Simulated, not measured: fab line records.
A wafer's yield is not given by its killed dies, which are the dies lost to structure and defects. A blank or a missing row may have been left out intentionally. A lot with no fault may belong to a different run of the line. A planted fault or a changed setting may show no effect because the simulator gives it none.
A lot that was struck, set against a sound lot	flow gf180mcu	14 steps out of a route of 602
Sound: these wafers, L888.2, L888.3, L888.4. Struck: wafers L890.3, L890.4, L890.5. At the end, the cause is stated.
Per side, at each step with rows, come the tool, then ch with its chambers, and then its first start. Under that, the readings that differ: sound wafers	struck wafers	difference of the means	sigmas: that difference in standard deviations of wafers without a fault.
alike: readings whose means differ by less than 2 such deviations, and words and numbers that are the same on both sides. not compared: withheld readings, readings that some wafer has no value for, bounds like >300 that may hide the same value, and numbers for which the record gives no deviation and whose values overlap.
A row with sigmas, a row that says differs or no value, or rows on one side alone: a step with any of these is where the two part. Numbers that have no deviation but don't overlap get no sigmas and don't part them. A reading missing from all wafers of one side parts the sides only when that side holds two or more wafers.

first, 5 steps without rows for these wafers: GF_V3_COAT_09 (resist thk 1000 nm); GF_V3_SOFTBAKE_10 (time 60 s); GF_V3_EXPOSE_11 (exposes mask Via3, target cd 260 nm); GF_V3_PEB_12 (peb time 90 s); GF_V3_DEVELOP_13 (develop time 60 s).
GF_V3_CD_MEAS_14 targets a cd of 260 nm.
  sound on cd-sem-02 at day 25 23:14; struck on cd-sem-01 at day 26 12:29
  alike: cd-nm
GF_V3_OVL_MEAS_15:
  sound on overlay-01 at day 25 23:20; struck on overlay-02 at day 26 12:35
  alike: V3_OVL
GF_V3_ETCH_16: etches BARC in N2/H2.
  sound on rie-diel-02 ch 0,2,3, day 25 23:22; struck on rie-diel-04 ch 1,3, day 26 12:37
  alike: bias-w, drypump-motor-current-A, oes-product-au, throttle-valve-pct
GF_V3_ETCH_17: etches SiO2 in C4F8/O2/Ar, stops on TiN, target depth 635 nm.
  sound on rie-diel-02 ch 0,2,3; struck on rie-diel-04 ch 1,3
  alike: bias-w, oes-product-au
GF_V3_STRIP_18: strips in O2/N2.
  sound on plasma-asher-03 ch 0,1, day 25 23:30; struck on plasma-asher-01 ch 0,1, day 26 12:46
  alike: drypump-motor-current-A, heater-power-w, oes-product-au
  not compared: rf-hours-counter-h
then, 2 steps without rows for these wafers: GF_V3_STRIP_19 (strips in post etch residue remover, time 1200 s); GF_V3_CLEAN_20 (cleans in DIW).
GF_V3_SPUTTER_21: material Ti, target thk 15 nm, time 80.02 s.
  sound on pvd-sputter-03 at day 26 00:04; struck on pvd-sputter-03 at day 26 13:18
  no value came back on the struck wafers for cathode-dc-power-W (W), chamber-pressure-pa (Pa), throttle-valve-pct (%); on the sound wafers cathode-dc-power-W (W) reads 2500.5 2499.5 2500.4
GF_V3_SPUTTER_22: material TiN, target thk 10 nm, time 40 s.
  sound on pvd-sputter-03 at day 26 00:07; struck on pvd-sputter-03 at day 26 13:22
reading	sound	struck	difference	sigmas
chamber-pressure-pa (Pa)	4.756 4.761 4.746	4.777 4.791 4.767	+0.024	+2
  alike: cathode-dc-power-W, throttle-valve-pct

== WHERE THEY PART ==
First at GF_V3_SPUTTER_21; last, within this record, at GF_V3_SPUTTER_22.

WHY: whatever the simulator had introduced
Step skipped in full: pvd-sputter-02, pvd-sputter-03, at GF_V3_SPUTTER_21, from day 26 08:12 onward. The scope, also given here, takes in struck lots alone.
